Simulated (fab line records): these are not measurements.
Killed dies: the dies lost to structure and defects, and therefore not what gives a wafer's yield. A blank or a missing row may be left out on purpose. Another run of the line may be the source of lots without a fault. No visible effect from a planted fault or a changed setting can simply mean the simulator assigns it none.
Matching of chambers	flow gf180mcu	GF_V4_CMP_26 on cmp-02 has 3 sister chambers
The step polishes, stops on SiO2, t overpolish 15 s, target thk 0 nm. 14 wafers are shown with their chamber, then 6 later ones without.

== WAFERS PAIRED WITH THEIR CHAMBERS ==
wafer	chamber	time_to_endpoint_s (s)	motor_current_A (A)
L895.1	2	91	10.5
L895.3	1	87	9.9
L895.6	0	81	10.0
L898.1	0	83	10.4
L898.5	2	91	10.7
L898.6	1	89	10.7
L900.1	1	84	9.3
L900.3	2	88	10.7
L900.4	0	81	10.4
L902.2	2	87	10.8
L902.3	0	83	10.4
L902.6	2	86	10.3
L906.1	1	85	10.1
L906.2	2	88	10.7

SIGNATURES (averages over the wafers above)
reading	chamber 0	chamber 1	chamber 2	scatter within a chamber
time_to_endpoint_s	82.00	86.25	88.50	1.91
motor_current_A	10.300	10.000	10.617	0.342
Rule: for a wafer and a chamber, the distance is found by dividing, reading by reading, the gap between the wafer's reading and the chamber's mean by the reading's scatter, squaring, summing and taking the root. The wafer belongs to the nearest chamber; if the next one is less than 2 further off, it can't be placed. The scatter is the square root of a quotient: the sum, over the shown wafers, of each reading's squared deviation from its chamber's mean, divided by wafers minus chambers.

== WAFERS WITH NO CHAMBER GIVEN ==
wafer	time_to_endpoint_s (s)	motor_current_A (A)
L906.6	84	10.1
L910.1	86	10.2
L910.4	89	10.8
L910.6	86	11.0
L915.3	90	11.0
L915.4	90	10.3

== THE CHAMBER EACH PASSED THROUGH ==
wafer	from the rows above	in truth
L906.6	can't be placed: 0 or 1 or 2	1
L910.1	can't be placed: 1 or 2 or 0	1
L910.4	2	2
L910.6	can't be placed: 2 or 1 or 0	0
L915.3	2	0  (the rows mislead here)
L915.4	can't be placed: 2 or 1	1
Correctly placed: 1 of 6. Can't be placed from these rows: 4 (the true chamber is among the candidates in 4). 1 placed wrongly.
